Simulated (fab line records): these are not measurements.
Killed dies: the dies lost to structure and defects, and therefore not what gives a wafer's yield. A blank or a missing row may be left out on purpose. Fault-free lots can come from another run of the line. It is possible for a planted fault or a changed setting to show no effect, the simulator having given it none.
fab line records | flow gf180mcu
record lots=14 wafers=42 last-day=34
route steps=602 shown NWELL@51 VT_IMPLANT@133 V2@407 V3@443
lots that met no fault: taken from a fault-free run of the same line
start-h: start of the lot's first displayed wafer, in hours after the record's first day | wait-h: hours since the lot's step before | " same as the row above | L1.1+2: several wafers, shown together as one row | - either no value or no given start | * or withheld: withheld | < > ~ a bound
route shown NAME@n: NAME is a module with steps in the file, n the number in the route of the first one | usual: average and standard deviation across the fault-free wafers | same: alike in all rows | chamber/n: place in a boat | sites: readings site by site | _std_site: the standard deviation of these | _edge_site: the outer-site mean with the inner-site mean subtracted | radius-mm: for every site, how far away it sits from the centre of the wafer | mask NAME#n: copy n | behind: the most recent tool/chamber to have shaped the wafer | hold: why the lot was held/for how many hours/how that ended | device: the n, p or np transistor that did not switch | end of line: at the end of the route, the tests of the same wafers | where a step has no rows: the recipe by itself | killed: not the wafer's yield, but the dies lost to structure and defects at the first sort | map: shows each die of a wafer: x if killed, . if not, _ if none is there
set.NAME: setting as actually run; set.NAME@STEP: the setting as run at that earlier step | model.NAME: the simulator's own value behind a step, which no gauge read
steps of the route over a sample of lots; a table a step, a row a wafer
services: a tool's chamber out of use, with start hour (start-h, from the record's first day; less than 0 if before it), hours out, and reason
## steps
# step GF_NWELL_IMPLANT_09
# recipe species=P energy-kev=160 dose-cm2=4e+12 tilt-deg=0
# usual beam-energy-keV=160.01/0.051 dose-ions-cm2=4.001e+12/4.5e+09 faraday-current-uA=22.5/0.42
# columns lot.wafer tool chamber start-h wait-h beam-energy-keV dose-ions-cm2 faraday-current-uA
L635.4 implanter-02 0 60.91 0.1 160.12 3.994e+12 22.6
L635.5 " 0 " " 160.03 3.996e+12 22.3
L635.6 " 0 " " 160.10 3.994e+12 21.9
L637.1 implanter-02 0 70.63 0.1 159.98 4.003e+12 23.2
L637.2 " 0 " " 159.97 3.998e+12 22.0
L637.6 " 0 " " 160.09 4.001e+12 23.0
L638.1 implanter-01 0 77.32 0.1 160.03 4e+12 22.7
L638.4 " 0 " " 159.95 4.002e+12 22.9
L638.5 " 0 " " 160.04 3.996e+12 22.4
L639.2 implanter-04 0 82.11 0.1 160.03 4.002e+12 23.2
L639.4 " 0 " " 160.03 4.004e+12 22.5
L639.6 " 0 " " 159.92 4.001e+12 21.8
L641.3 implanter-02 0 95.69 0.1 160.00 3.998e+12 23.0
L641.5 " 0 " " 160.10 3.996e+12 23.1
L641.6 " 0 " " 160.03 3.995e+12 22.5
L642.2 implanter-02 0 100.36 0.1 160.09 3.999e+12 22.2
L642.5 " 0 " " 160.09 3.999e+12 22.4
L642.6 " 0 " " 160.13 4.004e+12 22.9
L643.1 implanter-01 0 103.88 0.1 160.04 4.007e+12 22.9
L643.3 " 0 " " 159.93 4.002e+12 22.2
L643.4 " 0 " " 160.04 4.007e+12 22.5
L644.1 implanter-01 0 110.44 0.1 159.98 4.003e+12 21.8
L644.3 " 0 " " 160.02 4e+12 21.9
L644.5 " 0 " " 160.02 4.007e+12 22.8
L648.2 implanter-02 0 131.56 0.1 159.98 4.263e+12 24.0
L648.3 " 0 " " 160.00 4.258e+12 23.6
L648.5 " 0 " " 159.94 4.249e+12 24.2
L651.2 implanter-02 0 146.91 0.1 160.03 4.258e+12 24.5
L651.4 " 0 " " 160.07 4.26e+12 23.6
L651.5 " 0 " " 160.05 4.26e+12 23.1
L652.4 implanter-02 0 154.51 0.1 159.98 4.262e+12 23.0
L652.5 " 0 " " 160.00 4.256e+12 24.2
L652.6 " 0 " " 160.01 4.264e+12 23.5
L653.3 implanter-04 0 162.92 0.1 159.94 3.99e+12 22.7
L653.5 " 0 " " 159.95 4.002e+12 22.6
L653.6 " 0 " " 159.94 4.007e+12 22.4
L654.1 implanter-01 0 163.68 0.1 160.01 4.013e+12 22.2
L654.2 " 0 " " 159.99 4.007e+12 22.8
L654.6 " 0 " " 159.91 4e+12 22.4
L656.2 implanter-01 0 176.24 0.1 159.93 4.001e+12 22.4
L656.3 " 0 " " 160.03 4.005e+12 23.0
L656.4 " 0 " " 159.99 4.008e+12 22.0
# step GF_VT_IMPLANT_TW_MEAS_43
# usual VT_IMPLANT_4_TW=693/4.8
# columns lot.wafer tool chamber start-h wait-h VT_IMPLANT_4_TW
L635.4 film-metro-04 - 162.65 0.1 691
L635.5 " - " " 688
L635.6 " - " " 693
L637.1 film-metro-03 - 173.67 0.1 699
L637.2 " - " " 700
L637.6 " - " " 699
L638.1 film-metro-03 - 182.29 0.1 700
L638.4 " - " " 696
L638.5 " - " " 698
L639.2 film-metro-01 - 188.03 0.1 690
L639.4 " - " " 690
L639.6 " - " " 694
L641.3 film-metro-04 - 206.65 0.1 688
L641.5 " - " " 687
L641.6 " - " " 686
L642.2 film-metro-03 - 208.20 0.1 698
L642.5 " - " " 697
L642.6 " - " " 694
L643.1 film-metro-04 - 215.47 0.1 686
L643.3 " - " " 685
L643.4 " - " " 686
L644.1 film-metro-01 - 224.42 0.1 692
L644.3 " - " " 694
L644.5 " - " " 688
L648.2 film-metro-03 - 249.68 0.1 695
L648.3 " - " " 700
L648.5 " - " " 695
L651.2 film-metro-04 - 269.45 0.1 689
L651.4 " - " " 693
L651.5 " - " " 689
L652.4 film-metro-01 - 277.74 0.1 697
L652.5 " - " " 694
L652.6 " - " " 699
L653.3 film-metro-04 - 289.26 0.1 686
L653.5 " - " " 685
L653.6 " - " " 688
L654.1 film-metro-01 - 289.54 0.1 697
L654.2 " - " " 696
L654.6 " - " " 697
L656.2 film-metro-03 - 306.30 0.1 695
L656.3 " - " " 699
L656.4 " - " " 696
# step GF_VT_IMPLANT_RS_MEAS_47
# recipe thk-meas-gauge=four-point-probe
# usual NWELL_RS=487.6/1.4
# columns lot.wafer tool chamber start-h wait-h NWELL_RS[ohm/sq]
L635.4 film-metro-02 - 163.06 0.1 487.6
L635.5 " - " " 487.4
L635.6 " - " " 488.3
L637.1 film-metro-01 - 174.00 0.1 490.7
L637.2 " - " " 491.1
L637.6 " - " " 491.9
L638.1 film-metro-01 - 182.63 0.1 488.7
L638.4 " - " " 487.5
L638.5 " - " " 488.7
L639.2 film-metro-01 - 188.47 0.1 486.4
L639.4 " - " " 486.9
L639.6 " - " " 485.4
L641.3 film-metro-01 - 207.15 0.1 488.7
L641.5 " - " " 488.3
L641.6 " - " " 489.5
L642.2 film-metro-02 - 208.59 0.1 488.2
L642.5 " - " " 488.3
L642.6 " - " " 488.2
L643.1 film-metro-01 - 215.80 0.1 488.3
L643.3 " - " " 487.2
L643.4 " - " " 487.0
L644.1 film-metro-03 - 224.75 0.1 487.1
L644.3 " - " " 486.6
L644.5 " - " " 486.6
L648.2 film-metro-02 - 250.02 0.1 482.8
L648.3 " - " " 483.6
L648.5 " - " " 482.1
L651.2 film-metro-03 - 269.80 0.1 485.7
L651.4 " - " " 484.4
L651.5 " - " " 485.6
L652.4 film-metro-01 - 278.10 0.1 480.4
L652.5 " - " " 482.4
L652.6 " - " " 481.9
L653.3 film-metro-03 - 289.62 0.1 487.4
L653.5 " - " " 486.9
L653.6 " - " " 486.1
L654.1 film-metro-01 - 289.88 0.1 485.8
L654.2 " - " " 484.6
L654.6 " - " " 486.1
L656.2 film-metro-03 - 306.65 0.1 485.4
L656.3 " - " " 486.9
L656.4 " - " " 485.2
# step GF_V2_THK_MEAS_25
# recipe thk-meas-gauge=xrf reads=W_of_V2_CVD_23
# usual V2_W_THK=361/5.2
# columns lot.wafer tool chamber start-h wait-h V2_W_THK[nm]
L635.4 film-metro-03 - 471.81 0.1 360
L635.5 " - " " 367
L635.6 " - " " 359
L637.1 film-metro-02 - 485.93 0.1 364
L637.2 " - " " 357
L637.6 " - " " 360
L638.1 film-metro-02 - 501.92 0.1 350
L638.4 " - " " 353
L638.5 " - " " 361
L639.2 film-metro-01 - 508.44 0.1 357
L639.4 " - " " 352
L639.6 " - " " 362
L641.3 film-metro-01 - 533.97 0.1 372
L641.5 " - " " 366
L641.6 " - " " 367
L642.2 film-metro-03 - 534.88 0.1 353
L642.5 " - " " 353
L642.6 " - " " 359
L643.1 film-metro-03 - 540.59 0.1 368
L643.3 " - " " 363
L643.4 " - " " 363
L644.1 film-metro-01 - 556.33 0.1 358
L644.3 " - " " 358
L644.5 " - " " 361
L648.2 film-metro-02 - 588.44 0.1 359
L648.3 " - " " 359
L648.5 " - " " 356
L651.2 film-metro-03 - 609.28 0.1 362
L651.4 " - " " 351
L651.5 " - " " 357
L652.4 film-metro-03 - 614.90 0.1 349
L652.5 " - " " 350
L652.6 " - " " 351
L653.3 film-metro-01 - 620.71 0.1 366
L653.5 " - " " 362
L653.6 " - " " 368
L654.1 film-metro-02 - 625.78 0.1 360
L654.2 " - " " 362
L654.6 " - " " 359
L656.2 film-metro-01 - 644.13 0.1 367
L656.3 " - " " 370
L656.4 " - " " 361
# step GF_V3_CD_MEAS_14
# recipe target-cd-nm=260
# usual cd-nm=260.2/1.3
# columns lot.wafer tool chamber start-h wait-h cd-nm
L635.4 cd-sem-01 - 521.46 0.1 258.9
L635.5 " - " " 259.3
L635.6 " - " " 258.7
L637.1 cd-sem-02 - 535.03 0.1 260.2
L637.2 " - " " 259.7
L637.6 " - " " 259.9
L638.1 cd-sem-01 - 550.74 0.1 263.1
L638.4 " - " " 262.2
L638.5 " - " " 262.9
L639.2 cd-sem-01 - 557.37 0.1 261.8
L639.4 " - " " 263.3
L639.6 " - " " 262.5
L641.3 cd-sem-02 - 581.54 0.1 260.3
L641.5 " - " " 260.4
L641.6 " - " " 260.9
L642.2 cd-sem-01 - 581.87 0.1 260.4
L642.5 " - " " 261.2
L642.6 " - " " 260.0
L643.1 cd-sem-01 - 586.50 0.1 260.2
L643.3 " - " " 261.7
L643.4 " - " " 260.2
L644.1 cd-sem-01 - 601.13 0.1 260.3
L644.3 " - " " 260.0
L644.5 " - " " 260.0
L648.2 cd-sem-01 - 631.46 0.1 259.8
L648.3 " - " " 260.0
L648.5 " - " " 259.1
L651.2 cd-sem-01 - 651.21 0.1 260.8
L651.4 " - " " 261.0
L651.5 " - " " 260.6
L652.4 cd-sem-01 - 656.16 0.1 258.9
L652.5 " - " " 257.9
L652.6 " - " " 259.8
L653.3 cd-sem-01 - 662.49 0.1 260.2
L653.5 " - " " 261.0
L653.6 " - " " 260.1
L654.1 cd-sem-02 - 667.69 0.1 261.4
L654.2 " - " " 261.9
L654.6 " - " " 261.6
L656.2 cd-sem-02 - 684.85 0.1 261.8
L656.3 " - " " 260.7
L656.4 " - " " 260.5
## services
# columns tool chamber start-h hours kind
implanter-04 - 118.58 3.7 repair
implanter-01 - 127.35 1.6 repair
implanter-04 - 175.29 3.1 pm
## key
first-sign step=GF_NWELL_IMPLANT_09 reading=dose-ions-cm2 direction=up sigmas=57 usual=4.001e+12 struck=4.259e+12
effect step=GF_NWELL_IMPLANT_09 reading=faraday-current-uA direction=up sigmas=3 usual=22.5 struck=23.7
effect step=GF_VT_IMPLANT_RS_MEAS_47 reading=NWELL_RS direction=down sigmas=3 usual=487.6 struck=483.2
met-at GF_NWELL_IMPLANT_09
struck-lots L648,L651,L652
tester-left-out L648,L651,L652
not-acting-at GF_VT_IMPLANT_TW_MEAS_43,GF_V2_THK_MEAS_25,GF_V3_CD_MEAS_14
onset-between 100.36 131.56
fault kind=process-parameter-drift tool=implanter-02 chamber=- onset-h=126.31 steps=GF_NWELL_IMPLANT_09 channel=dose-cm2 offset=2.5836e+11 shape=step end-h=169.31 acts-in=these-recipes-only stated=4e+12
# tester-left-out: of these lots the tester's yield and bins aren't shown, on N5 and GAA mostly nor the transistor test; their killed dies are dies lost to structure and defects alone, not to doping, threshold or leakage, so they don't give the yield
